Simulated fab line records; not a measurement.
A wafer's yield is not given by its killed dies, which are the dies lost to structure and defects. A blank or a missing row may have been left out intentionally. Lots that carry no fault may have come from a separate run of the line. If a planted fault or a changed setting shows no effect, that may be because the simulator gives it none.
Struck lot and sound lot, side by side    flow sky130    42 out of 708 route steps
Sound: these wafers, L541.1, L541.5, L541.6. The struck wafers were L557.1, L557.2, L557.6. At the end, the cause is stated.
At each step with rows: each side's tool, then ch and its chambers, then its first start. Under that, the readings that differ: sound wafers    struck wafers    difference of the means    sigmas: that difference in standard deviations of wafers without a fault.
alike: same words and numbers on both sides, and readings whose means sit less than 2 such deviations apart. not compared: any withheld reading, any reading some wafer has no value for, any bound like >300 that may hide the same value, and any number with overlapping values for which the record gives no deviation.
The two part at a step that has a row with sigmas, a row that says differs or no value, or rows on one side only. Non-overlapping numbers with no deviation appear without sigmas and do not part them. A reading that every wafer of one side lacks parts them only if that side has two wafers or more.

SKY_POLY_CUT_ETCH_11: etches Si3N4 in CF4/CH2F2/Ar, stops on poly-Si, time 42.5 s, target depth 60 nm.
  sound on rieDiel-03 ch 0,2,3, day 25 21:29; struck on rieDiel-02 ch 0,2, day 31 05:11
  alike: drypumpMotorCurrentA, oesProductAu, throttleValvePct
  not compared: rfHoursCounterH
SKY_POLY_CUT_STRIP_12: strips in O2/N2.
  sound on plasmaAsher-04 ch 0,1, day 25 21:32; struck on plasmaAsher-03 ch 0,1, day 31 05:13
  alike: drypumpMotorCurrentA, oesProductAu, stripTimeToEndpointS
  not compared: rfHoursCounterH
then, 7 steps without rows for these wafers: SKY_SD_P_DEHYDRATE_00 (time 60 s); SKY_SD_P_HMDS_01 (prime time 60 s); SKY_SD_P_COAT_02 (resist thk 1140 nm); SKY_SD_P_SOFTBAKE_03 (time 60 s); SKY_SD_P_EXPOSE_04 (exposes mask PSDM, target cd 380 nm); SKY_SD_P_PEB_05; SKY_SD_P_DEVELOP_06 (develop time 60 s).
SKY_SD_P_CD_MEAS_07 targets a cd of 380 nm.
  struck on cdSem-02, day 32 08:13; sound on cdSem-01, day 27 02:40
  alike: cdNm
SKY_SD_P_OVL_MEAS_08:
  struck on overlay-02, day 32 08:20; sound on overlay-02, day 27 02:47
  alike: SD_P_OVL
after that, 1 step had no rows for these wafers: SKY_SD_P_IMPLANT_09.
SKY_SD_P_STRIP_10: strips in O2/N2.
  sound on plasmaAsher-02 ch 0,1, day 27 02:58; struck on plasmaAsher-03 ch 0,1, day 32 08:31
  alike: drypumpMotorCurrentA, oesProductAu, stripTimeToEndpointS
  not compared: rfHoursCounterH
SKY_SD_P_TW_MEAS_11:
  struck on filmMetro-04, day 32 08:37; sound on filmMetro-03, day 27 03:04
  alike: SD_P_TW
then, 8 steps without rows for these wafers: SKY_RES_XHIGH_DEHYDRATE_00 (time 60 s); SKY_RES_XHIGH_HMDS_01 (prime time 60 s); SKY_RES_XHIGH_COAT_02 (resist thk 1140 nm); SKY_RES_XHIGH_SOFTBAKE_03 (time 60 s); SKY_RES_XHIGH_EXPOSE_04 (exposes mask URPM, target cd 1270 nm); SKY_RES_XHIGH_PEB_05; SKY_RES_XHIGH_DEVELOP_06 (develop time 60 s); SKY_RES_XHIGH_IMPLANT_07.
SKY_RES_XHIGH_STRIP_08: strips in O2/N2.
  sound on plasmaAsher-01 ch 0,1, day 28 08:01; struck on plasmaAsher-02 ch 0,1, day 33 10:46
reading                   sound              struck             difference  sigmas
stripTimeToEndpointS (s)  14.23 14.20 14.25  14.31 14.33 14.27  +0.08       +2
  alike: drypumpMotorCurrentA, oesProductAu
  not compared: rfHoursCounterH
SKY_RES_XHIGH_TW_MEAS_09:
  struck on filmMetro-02, day 33 10:52; sound on filmMetro-03, day 28 08:07
  alike: RES_XHIGH_TW
then, 7 steps without rows for these wafers: SKY_SD_N_DEHYDRATE_00 (time 60 s); SKY_SD_N_HMDS_01 (prime time 60 s); SKY_SD_N_COAT_02 (resist thk 1140 nm); SKY_SD_N_SOFTBAKE_03 (time 60 s); SKY_SD_N_EXPOSE_04 (exposes mask NSDM, target cd 380 nm); SKY_SD_N_PEB_05; SKY_SD_N_DEVELOP_06 (develop time 60 s).
SKY_SD_N_CD_MEAS_07 targets a cd of 380 nm.
  struck on cdSem-02, day 34 13:52; sound on cdSem-01, day 29 13:02
  alike: cdNm
SKY_SD_N_OVL_MEAS_08:
  struck on overlay-02, day 34 13:59; sound on overlay-02, day 29 13:10
  alike: SD_N_OVL
then, 2 steps without rows for these wafers: SKY_SD_N_IMPLANT_09; SKY_SD_N_IMPLANT_10.
SKY_SD_N_STRIP_11: strips in O2/N2.
  sound on plasmaAsher-04 ch 0,1, day 29 13:29; struck on plasmaAsher-04 ch 0,1, day 34 14:19
  alike: drypumpMotorCurrentA, oesProductAu, stripTimeToEndpointS
  not compared: rfHoursCounterH
SKY_SD_N_TW_MEAS_12:
  struck on filmMetro-03, day 34 14:25; sound on filmMetro-04, day 29 13:35
  alike: SD_N_TW
then, 1 step without rows for these wafers: SKY_SD_N_CLEAN_13 (cleans in SC1/SC2, time 150 s).
SKY_SD_N_RTA_14: time 2 s.
  sound on rtpAnneal-02 ch 0, day 29 13:42; struck on rtpAnneal-02 ch 0, day 34 14:32
  alike: lampPowerPct, wafer_temp_C_max
SKY_SD_N_RS_MEAS_16: the measuring method here is four-point-probe.
  struck on filmMetro-02, day 34 14:43; sound on filmMetro-02, day 29 13:53
  alike: SD_N_RS
SKY_SD_N_RS_MEAS_17: the measuring method here is four-point-probe.
  struck on filmMetro-02, day 34 14:50; sound on filmMetro-02, day 29 14:00
  alike: SD_P_RS
-- here the record skips 16 days between the struck wafers' starts before and after, leaving off in module SD_N and picking up in module PAD_OPEN (first step shown: number 708 of the route) --
SKY_PAD_OPEN_PROBE_99:
  rows exist in the record for the struck wafers here (prober-01, day 50 12:02), but not for the sound ones

## WHERE THEY PART
First at SKY_RES_XHIGH_STRIP_08; last, within this record, at SKY_PAD_OPEN_PROBE_99.

WHY: what had been put in by the simulator
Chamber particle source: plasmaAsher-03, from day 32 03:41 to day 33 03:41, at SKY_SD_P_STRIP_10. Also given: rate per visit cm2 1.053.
